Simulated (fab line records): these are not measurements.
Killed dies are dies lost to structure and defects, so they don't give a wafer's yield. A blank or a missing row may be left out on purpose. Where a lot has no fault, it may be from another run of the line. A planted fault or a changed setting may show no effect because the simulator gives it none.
Which tool is to blame? | flow sky130 | Sampling: 15 lots, 45 wafers, 3 of 708 route steps

== WHAT EACH GAUGE READ, for each wafer ==
Not one reading of a measure or inspect step in the record can be checked against a usual standard deviation.

== WHICH TOOL RAN EACH LOT (tool, then ch and the chambers of the sampled wafers, then the start) ==
lot  | SKY_VIA3_SPUTTER_20          | SKY_METAL4_SPUTTER_01        | SKY_CAP2M_CVD_00
L432 | pvd sputter-04, day 39 16:34 | pvd sputter-01, day 39 17:14 | pecvd-02 ch 1,2, day 39 17:23
L433 | pvd sputter-02, day 40 05:16 | pvd sputter-02, day 40 05:58 | pecvd-03 ch 1,2, day 40 06:05
L434 | pvd sputter-04, day 40 05:55 | pvd sputter-01, day 40 06:36 | pecvd-01 ch 0,1, day 40 06:44
L435 | pvd sputter-03, day 40 12:53 | pvd sputter-02, day 40 13:37 | pecvd-02 ch 0,1,2, day 40 13:45
L436 | pvd sputter-04, day 40 23:48 | pvd sputter-01, day 41 00:29 | pecvd-02 ch 0,2, day 41 00:37
L437 | pvd sputter-02, day 41 01:42 | pvd sputter-01, day 41 02:23 | pecvd-01 ch 1,2, day 41 02:31
L441 | pvd sputter-02, day 42 09:03 | pvd sputter-03, day 42 09:44 | pecvd-02 ch 0,2, day 42 09:52
L442 | pvd sputter-04, day 42 09:55 | pvd sputter-01, day 42 10:35 | pecvd-01 ch 1,2, day 42 10:44
L443 | pvd sputter-03, day 42 23:37 | pvd sputter-01, day 43 00:17 | pecvd-01 ch 0,2, day 43 00:26
L449 | pvd sputter-03, day 45 05:01 | pvd sputter-02, day 45 05:43 | pecvd-02 ch 0,1,2, day 45 05:50
L450 | pvd sputter-02, day 45 07:09 | pvd sputter-03, day 45 07:50 | pecvd-03 ch 0,1,2, day 45 07:58
L448 | pvd sputter-04, day 45 08:48 | pvd sputter-01, day 45 09:29 | pecvd-02 ch 0,2, day 45 09:37
L452 | pvd sputter-04, day 45 10:01 | pvd sputter-02, day 45 10:42 | pecvd-02 ch 0,1,2, day 45 10:50
L453 | pvd sputter-03, day 45 13:22 | pvd sputter-01, day 45 14:04 | pecvd-01 ch 0,1,2, day 45 14:11
L454 | pvd sputter-02, day 45 19:13 | pvd sputter-02, day 45 19:54 | pecvd-02 ch 0,1, day 45 20:02
- SKY_VIA3_SPUTTER_20: material TiN, target thk 20 nm, time 80 s.
- SKY_METAL4_SPUTTER_01: material TiN, target thk 20 nm, time 16.7 s.
- SKY_CAP2M_CVD_00: deposits SiO2, target thk 15.5 nm.

== WHAT THE TOOLS THEMSELVES READ (means of the sampled wafers that have a number; where no wafer has one, the mark that the record gives instead) ==
SKY_VIA3_SPUTTER_20. Usual: cathode dc power W 4000.0 W, standard deviation 0.81; chamber pressure pa 5.000 Pa, standard deviation 0.0089; throttle valve pct 29.8 %, standard deviation 1.1.
lot  | tool           | cathode dc power W (W) | chamber pressure pa (Pa) | throttle valve pct (%) | flag
L432 | pvd sputter-04 | 4000.3                 | 4.996                    | 28.5                   |
L433 | pvd sputter-02 | 4000.1                 | 5.000                    | 29.9                   |
L434 | pvd sputter-04 | 3999.4                 | 4.996                    | 29.5                   |
L435 | pvd sputter-03 | 3998.8                 | 4.999                    | 29.9                   |
L436 | pvd sputter-04 | 4000.2                 | 5.006                    | 30.9                   |
L437 | pvd sputter-02 | 4000.5                 | 5.005                    | 29.1                   |
L441 | pvd sputter-02 | 4000.6                 | 4.997                    | 29.9                   |
L442 | pvd sputter-04 | 4000.0                 | 5.001                    | 29.2                   |
L443 | pvd sputter-03 | 3999.9                 | 5.003                    | 30.2                   |
L449 | pvd sputter-03 | 3999.3                 | 5.001                    | 30.3                   |
L450 | pvd sputter-02 | 4000.8                 | 5.006                    | 29.6                   |
L448 | pvd sputter-04 | 4000.6                 | 5.005                    | 30.2                   |
L452 | pvd sputter-04 | 4000.9                 | 5.000                    | 29.3                   |
L453 | pvd sputter-03 | 4000.0                 | 4.994                    | 29.9                   |
L454 | pvd sputter-02 | 3999.5                 | 4.994                    | 30.6                   |

SKY_METAL4_SPUTTER_01. Usual: cathode dc power W 6500.1 W, standard deviation 1.2; chamber pressure pa 0.4000 Pa, standard deviation 0.00082; throttle valve pct 30.0 %, standard deviation 1.2.
lot  | tool           | cathode dc power W (W) | chamber pressure pa (Pa) | throttle valve pct (%) | flag
L432 | pvd sputter-01 | 6499.9                 | 0.3993                   | 29.5                   |
L433 | pvd sputter-02 | 6500.8                 | 0.4009                   | 30.1                   |
L434 | pvd sputter-01 | 6500.8                 | 0.4001                   | 29.0                   |
L435 | pvd sputter-02 | 6499.5                 | 0.4000                   | 30.1                   |
L436 | pvd sputter-01 | 6500.2                 | 0.4004                   | 30.4                   |
L437 | pvd sputter-01 | 6500.4                 | 0.3999                   | 30.5                   |
L441 | pvd sputter-03 | -                      | -                        | -                      | OFF
L442 | pvd sputter-01 | -                      | -                        | -                      | OFF
L443 | pvd sputter-01 | -                      | -                        | -                      | OFF
L449 | pvd sputter-02 | 6501.2                 | 0.3995                   | 29.6                   |
L450 | pvd sputter-03 | 6499.2                 | 0.3999                   | 29.2                   |
L448 | pvd sputter-01 | 6500.1                 | 0.3997                   | 30.5                   |
L452 | pvd sputter-02 | 6499.6                 | 0.3999                   | 30.2                   |
L453 | pvd sputter-01 | 6500.4                 | 0.4006                   | 30.5                   |
L454 | pvd sputter-02 | 6500.9                 | 0.3995                   | 29.7                   |

SKY_CAP2M_CVD_00. Usual: heater power w reads 698 W (standard deviation 140).
lot  | tool     | heater power w (W) | flag
L432 | pecvd-02 | 716                |
L433 | pecvd-03 | 744                |
L434 | pecvd-01 | 602                |
L435 | pecvd-02 | 759                |
L436 | pecvd-02 | 857                |
L437 | pecvd-01 | 651                |
L441 | pecvd-02 | 803                |
L442 | pecvd-01 | 632                |
L443 | pecvd-01 | 759                |
L449 | pecvd-02 | 718                |
L450 | pecvd-03 | 681                |
L448 | pecvd-02 | 881                |
L452 | pecvd-02 | 748                |
L453 | pecvd-01 | 665                |
L454 | pecvd-02 | 675                |

== THE ANSWER, worked out from the rows above alone ==
Rule: take the mean of a lot's wafers that have a number; if it is more than 3 standard deviations from the usual mean, the lot is off. Also off: a lot with no number at a reading for which 4 or more lots have one. Any other lot the step has rows for is counted as sound. Order of review: gauges by route order, followed by the tools' own readings, for which a lot's mean as printed above is used. At the first step where some lot is off, the reading lying furthest off is the one used; lots without a number count as furthest.
Off, at SKY_METAL4_SPUTTER_01 on cathode dc power W: L441, L442, L443. Without a number there: L441, L442, L443.
A tool fits if, at that step or a process step before it, it ran every lot that is off, and no sound lot after the first of them. None of those tried fits.

== WHAT THE SIMULATOR HAD PUT IN ==
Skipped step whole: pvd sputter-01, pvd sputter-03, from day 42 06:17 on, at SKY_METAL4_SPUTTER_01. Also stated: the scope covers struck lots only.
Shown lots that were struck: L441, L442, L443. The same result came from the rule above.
